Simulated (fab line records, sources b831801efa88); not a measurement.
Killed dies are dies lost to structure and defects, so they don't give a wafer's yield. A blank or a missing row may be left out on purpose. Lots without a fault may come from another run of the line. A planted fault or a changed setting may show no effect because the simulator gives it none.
Problem report in the 8D (eight disciplines) form, filled by code | flow gf180mcu | the parts of the form that need people (team, actions taken, sign-off) are left out

1. THE PROBLEM
rf_fwd_power_W at GF_V2_ETCH_17 reads a mean of 1734 W on 1 wafer of 1 lot; wafers without a fault read 1494 W with a standard deviation of 4.9. That is +49 standard deviations from the usual mean.
The step: etches SiO2 in C4F8/O2/Ar, stops on TiN, target depth 630 nm.
First seen on wafer L419.1, day 25 12:00, on rie_diel-03. The record holds 15 wafers of 5 lots with a number at this step. Rule for "out", or "out of limits": more than 4 standard deviations from the usual mean. The other wafers with a number count as sound.

2. WHAT IT IS AND WHAT IT IS NOT
question                    | is                | is not
which readings at this step | rf_fwd_power_W    | oes_product_au
which lots                  | L419              | L416, L425, L427, L428
which wafers of those lots  | L419.1            | L419.3, L419.6
read on which tools         | rie_diel-03       | rie_diel-01
when                        | from day 25 12:00 | up to then (5 sound wafers); but 9 sound wafers of L425, L427, L428 came after

3. SUSPECTS, AND WHAT RULES EACH OUT
Counting: a tool at a process step up to the reading stays a suspect if it ran every lot that is out. Sound lots after the first of them don't rule it out here, since some wafers of a struck lot are sound.
- rie_diel-03 at GF_V2_ETCH_16 (etches BARC in N2/H2): kept. It ran the lot that is out, L419 (day 25 11:59).
- rie_diel-03 at GF_V2_ETCH_17 (etches SiO2 in C4F8/O2/Ar, stops on TiN, target depth 630 nm): kept. It ran the lot that is out, L419 (day 25 12:00). Its own readings are out on those wafers: rf_fwd_power_W.
- Within rie_diel-03 at GF_V2_ETCH_16: the wafers that are out ran in chamber 3; their sound lot-mates ran in chambers 1, 2.
- Within rie_diel-03 at GF_V2_ETCH_17: the wafers that are out ran in chamber 3; their sound lot-mates ran in chambers 1, 2.
Left after counting: rie_diel-03 at GF_V2_ETCH_16, rie_diel-03 at GF_V2_ETCH_17.

4. THE CAUSE (what the simulator had put in)
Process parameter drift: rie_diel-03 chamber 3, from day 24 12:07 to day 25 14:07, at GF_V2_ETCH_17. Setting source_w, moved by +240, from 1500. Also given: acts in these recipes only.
Counting left 2 suspects, and this tool is among them.

5. THE CHAIN OF EFFECTS, in route order
Each row: a reading whose mean over the struck wafers that have a number lies more than 3 standard deviations from the usual. Only readings for which the record gives a usual standard deviation are gone through. hours: the time from each lot's start at the first step in this table that gives one to its start at this step, as a median over the lots. sigmas: the change in usual standard deviations.
hours | step          | reading        | usual  | on struck wafers | change | sigmas
0     | GF_V2_ETCH_17 | rf_fwd_power_W | 1494 W | 1734             | +240   | +49
The process steps in it:
- GF_V2_ETCH_17: etches SiO2 in C4F8/O2/Ar, stops on TiN, target depth 630 nm.

6. WHAT WOULD HAVE CAUGHT IT SOONER
In this record the first reading out of limits was taken at day 25 12:00, 24 hours after the fault began at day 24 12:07.
